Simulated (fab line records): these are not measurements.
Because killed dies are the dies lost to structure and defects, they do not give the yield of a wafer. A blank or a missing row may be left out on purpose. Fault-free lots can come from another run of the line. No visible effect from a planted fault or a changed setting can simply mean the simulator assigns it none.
Which tool is to blame? ; flow gf180mcu ; 24 lots, 72 wafers sampled, at 3 steps of a route of 602

== WHAT THE GAUGES READ, wafer by wafer ==
GF_M2_OVL_MEAS_15. Usual: M2_OVL typically reads -3 nm, with standard deviation 6.2.
lot;measured;on;M2_OVL (nm);flag
L074;day 18 21:05;overlay-01;-3 -2 -5;
L075;day 19 19:38;overlay-02;3 -3 -5;
L076;day 19 21:23;overlay-02;8 0 10;
L077;day 20 18:13;overlay-01;-8 -9 -10;
L078;day 20 23:32;overlay-02;0 -1 1;
L079;day 21 22:02;overlay-02;-12 -15 -5;
L080;day 21 22:59;overlay-01;3 0 2;
L081;day 22 02:11;overlay-02;4 4 8;
L082;day 22 07:14;overlay-01;-8 -7 -4;
L083;day 22 12:47;overlay-01;-1 -6 2;
L084;day 22 16:59;overlay-01;-15 -12 -13;
L085;day 23 06:59;overlay-01;0 -6 -8;
L086;day 23 16:08;overlay-01;-10 -4 -14;
L087;day 23 22:53;overlay-02;2 3 0;
L088;day 24 05:25;overlay-02;5 7 5;
L089;day 24 14:29;overlay-01;0 1 -3;
L090;day 24 23:04;overlay-01;-8 -10 -9;
L091;day 25 04:19;overlay-02;0 -7 0;
L092;day 25 10:17;overlay-01;-4 -9 -10;
L093;day 25 19:38;overlay-01;-11 -14 -2;
L094;day 26 05:25;overlay-01;-3 -3 0;
L095;day 26 11:02;overlay-01;-4 -2 -2;
L096;day 26 16:29;overlay-02;-3 1 -4;
L097;day 27 04:44;overlay-02;1 -2 3;

== WHAT TOOL EACH LOT RAN ON (gives the tool, then ch and the chambers of the sampled wafers, and finally the start) ==
lot;GF_V1_ETCH_16;GF_V1_SPUTTER_22
L074;rie-diel-04 ch 1,2, day 17 20:05;pvd-sputter-03, day 17 20:49
L075;rie-diel-01 ch 1,2,3, day 18 18:01;pvd-sputter-01, day 18 18:44
L076;rie-diel-02 ch 1,3, day 18 19:26;pvd-sputter-02, day 18 20:10
L077;rie-diel-01 ch 1,2,3, day 19 16:46;pvd-sputter-01, day 19 17:29
L078;rie-diel-04 ch 0,1,3, day 19 21:11;pvd-sputter-02, day 19 21:54
L079;rie-diel-04 ch 1,3, day 20 20:14;pvd-sputter-02, day 20 20:58
L080;rie-diel-01 ch 0,1,2, day 20 21:19;pvd-sputter-02, day 20 22:02
L081;rie-diel-02 ch 0,1,2, day 21 01:13;pvd-sputter-03, day 21 01:56
L082;rie-diel-02 ch 0,2,3, day 21 05:44;pvd-sputter-01, day 21 06:28
L083;rie-diel-04 ch 0,2,3, day 21 11:43;pvd-sputter-02, day 21 12:26
L084;rie-diel-04 ch 0,3, day 21 15:28;pvd-sputter-02, day 21 16:13
L085;rie-diel-01 ch 0,1,3, day 22 05:38;pvd-sputter-01, day 22 06:26
L086;rie-diel-02 ch 1,2, day 22 15:49;pvd-sputter-02, day 22 16:32
L087;rie-diel-02 ch 0,2,3, day 22 22:28;pvd-sputter-02, day 22 23:14
L088;rie-diel-01 ch 1,3, day 23 05:46;pvd-sputter-02, day 23 06:29
L089;rie-diel-04 ch 0,2,3, day 23 14:31;pvd-sputter-01, day 23 15:15
L090;rie-diel-01 ch 0,3, day 23 23:16;pvd-sputter-02, day 24 00:01
L091;rie-diel-04 ch 0,1,3, day 24 04:35;pvd-sputter-03, day 24 05:25
L092;rie-diel-02 ch 0,3, day 24 10:35;pvd-sputter-02, day 24 11:40
L093;rie-diel-01 ch 0,2,3, day 24 21:02;pvd-sputter-02, day 24 21:46
L094;rie-diel-01 ch 1,3, day 25 06:28;pvd-sputter-02, day 25 07:32
L095;rie-diel-02 ch 0,1,2, day 25 12:32;pvd-sputter-01, day 25 13:20
L096;rie-diel-04 ch 0,1,3, day 25 17:22;pvd-sputter-03, day 25 19:07
L097;rie-diel-04 ch 1,2,3, day 26 05:19;pvd-sputter-01, day 26 06:03
- GF_V1_ETCH_16: etches BARC in N2/H2.
- GF_V1_SPUTTER_22: material TiN, target thk 10 nm, time 40 s.

== WHAT THE TOOLS THEMSELVES READ (means of the sampled wafers that have a number; where no wafer has one, the mark that the record gives instead) ==
GF_V1_ETCH_16. Usual: drypump-motor-current-A 5.9 A, standard deviation 0.51; h2-flow-sccm 199.9 sccm, standard deviation 0.59; oes-product-au 0.855 a.u., standard deviation 0.0052; throttle-valve-pct 13.225 %, standard deviation 0.0089.
lot;tool;drypump-motor-current-A (A);h2-flow-sccm (sccm);oes-product-au (a.u.);throttle-valve-pct (%);flag
L074;rie-diel-04;6.2;199.3;0.856;13.223;
L075;rie-diel-01;5.7;200.5;0.852;13.227;
L076;rie-diel-02;5.7;199.8;0.857;13.222;
L077;rie-diel-01;5.7;200.1;0.852;13.218;
L078;rie-diel-04;5.5;200.3;0.854;13.227;
L079;rie-diel-04;6.0;199.7;0.852;13.223;
L080;rie-diel-01;5.9;200.1;0.859;13.226;
L081;rie-diel-02;6.3;199.7;0.859;13.229;
L082;rie-diel-02;6.0;199.8;0.852;13.225;
L083;rie-diel-04;6.0;200.1;0.850;13.217;
L084;rie-diel-04;5.9;199.4;0.849;13.227;
L085;rie-diel-01;6.0;199.9;0.853;13.225;
L086;rie-diel-02;6.3;199.8;0.859;13.229;
L087;rie-diel-02;6.0;200.2;0.861;13.224;
L088;rie-diel-01;5.8;200.2;0.860;13.220;
L089;rie-diel-04;6.0;199.3;0.858;13.225;
L090;rie-diel-01;6.0;199.7;0.852;13.220;
L091;rie-diel-04;5.5;200.0;0.855;13.228;
L092;rie-diel-02;6.0;199.8;0.852;13.222;
L093;rie-diel-01;5.8;199.9;0.853;13.230;
L094;rie-diel-01;5.8;200.3;0.847;13.232;
L095;rie-diel-02;6.3;200.3;0.858;13.223;
L096;rie-diel-04;5.5;200.5;0.853;13.229;
L097;rie-diel-04;6.1;200.1;0.857;13.236;

GF_V1_SPUTTER_22. Usual: throttle-valve-pct reads 29.7 % (standard deviation 0.79).
lot;tool;throttle-valve-pct (%);flag
L074;pvd-sputter-03;29.4;
L075;pvd-sputter-01;30.1;
L076;pvd-sputter-02;30.0;
L077;pvd-sputter-01;30.1;
L078;pvd-sputter-02;29.2;
L079;pvd-sputter-02;30.0;
L080;pvd-sputter-02;30.0;
L081;pvd-sputter-03;29.6;
L082;pvd-sputter-01;29.6;
L083;pvd-sputter-02;29.6;
L084;pvd-sputter-02;29.4;
L085;pvd-sputter-01;29.3;
L086;pvd-sputter-02;29.6;
L087;pvd-sputter-02;28.8;
L088;pvd-sputter-02;29.4;
L089;pvd-sputter-01;29.9;
L090;pvd-sputter-02;30.5;
L091;pvd-sputter-03;29.3;
L092;pvd-sputter-02;30.2;
L093;pvd-sputter-02;29.2;
L094;pvd-sputter-02;29.2;
L095;pvd-sputter-01;29.4;
L096;pvd-sputter-03;29.4;
L097;pvd-sputter-01;30.2;

== THE ANSWER, worked out from the rows above alone ==
Rule: a lot counts as off when the mean over its wafers that have a number is more than 3 standard deviations away from the usual mean. Also off: a lot with no number at a reading for which 4 or more lots have one. The other lots that the step has rows for count as sound. After the gauges, taken in route order, come the tools' own readings; for these a lot's mean is taken, as printed above. At the first step where some lot is off, the reading lying furthest off is the one used; lots without a number count as furthest.
Across all readings shown, no lot is off: no conclusion can be drawn from this.

== WHAT THE SIMULATOR HAD PUT IN ==
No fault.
